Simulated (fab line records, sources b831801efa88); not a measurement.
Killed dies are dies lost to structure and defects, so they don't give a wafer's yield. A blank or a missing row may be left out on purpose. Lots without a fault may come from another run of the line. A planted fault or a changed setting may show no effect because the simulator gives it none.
Split-lot experiment | flow gf180mcu | 5 lots, 23 wafers read, on a route of 602 steps

THE SPLIT
At GF_HV_LDD_DEVELOP_30 (develop time 60 s), the setting dev_temp_c was moved away from the recipe's 23 C on 8 of the 23 wafers read, by +6.0% to +7.2%. The other wafers ran this setting at the recipe's value.

The file shows no step between the split and the reading.

THE READING
cd_nm, in nm, at GF_HV_LDD_CD_MEAS_31 (target cd 400 nm). Fault-free wafers of this fab line usually give 399.4 nm, standard deviation 2.3 nm.

wafer  | tool, chamber at the split | dev_temp_c as run, C | against the recipe | cd_nm, nm | against lot-mates on the recipe
L074.1 | litho_track-01, 0          | 24.66                | +7.2%              | 393.5     | -5.7
L074.2 | litho_track-01, 0          | 24.66                | +7.2%              | 396.1     | -3.1
L074.3 | litho_track-01, 0          | 23                   | recipe             | 397.3     | -
L074.4 | litho_track-01, 0          | 23                   | recipe             | 401.1     | -
L074.5 | litho_track-01, 0          | 24.66                | +7.2%              | 393.5     | -5.7
L078.1 | litho_track-04, 0          | 23                   | recipe             | 402.7     | -
L078.3 | litho_track-04, 0          | 23                   | recipe             | 402.5     | -
L078.4 | litho_track-04, 0          | 23                   | recipe             | 401.6     | -
L078.5 | litho_track-04, 0          | 23                   | recipe             | 399.2     | -
L078.6 | litho_track-04, 0          | 23                   | recipe             | 398.9     | -
L082.1 | litho_track-03, 0          | 24.59                | +6.9%              | 394.5     | -4.8
L082.3 | litho_track-03, 0          | 24.59                | +6.9%              | 392.4     | -6.9
L082.4 | litho_track-03, 0          | 23                   | recipe             | 400.3     | -
L082.5 | litho_track-03, 0          | 24.59                | +6.9%              | 392.8     | -6.4
L082.6 | litho_track-03, 0          | 23                   | recipe             | 398.2     | -
L084.1 | litho_track-01, 0          | 24.38                | +6.0%              | 395.8     | -4.6
L084.3 | litho_track-01, 0          | 23                   | recipe             | 400.5     | -
L084.4 | litho_track-01, 0          | 23                   | recipe             | 400.7     | -
L084.5 | litho_track-01, 0          | 23                   | recipe             | 400.0     | -
L084.6 | litho_track-01, 0          | 24.38                | +6.0%              | 393.6     | -6.8
L085.3 | litho_track-03, 0          | 23                   | recipe             | 399.1     | -
L085.5 | litho_track-03, 0          | 23                   | recipe             | 398.5     | -
L085.6 | litho_track-03, 0          | 23                   | recipe             | 399.5     | -

THE FIT
A straight line over all 23 wafers: cd_nm changes by -0.877 nm for each +1% of dev_temp_c; r = -0.90; the points scatter about the line by 1.5 nm.
The same after taking each lot's own level away (the mean of its wafers on the recipe; 23 wafers): -0.798 nm for each +1%; r = -0.90; scatter 1.3 nm.
On that fit, the largest move of dev_temp_c shifts the reading by 5.8 nm.
The lots' own levels span 399.03 to 400.98 nm, that is 0.8 times the standard deviation above.
So the lot-to-lot level changes the slope little: the two slopes agree.
Check: with one of the wafers moved furthest among these (+7.2%) left out of the fit, the line predicts -5.8 nm for it against its lot-mates. It came out at -5.7 nm against them.

OTHER SPLITS ON THESE WAFERS
These wafers also went through other splits before the reading. Each is held against what the fit with the lots' levels taken away leaves over:
other split on the same wafers     | wafers away from the commonest value | r with cd_nm (lot level and that fit taken away)
GF_VT_IMPLANT_IMPLANT_41 dose_cm2  | 5                                    | -0.05
GF_DUAL_GATE_COAT_06 resist_thk_nm | 9                                    | -0.16
GF_POLY_GATE_COAT_05 resist_thk_nm | 7                                    | -0.34
GF_HV_LDD_IMPLANT_09 energy_kev    | 7                                    | +0.08
GF_HV_LDD_DEVELOP_18 dev_temp_c    | 5                                    | -0.25
GF_HV_LDD_IMPLANT_21 dose_cm2      | 9                                    | +0.08

THE FILE'S OWN FIT
cd_nm changes by -0.812 nm for each +1% of dev_temp_c, r = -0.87.
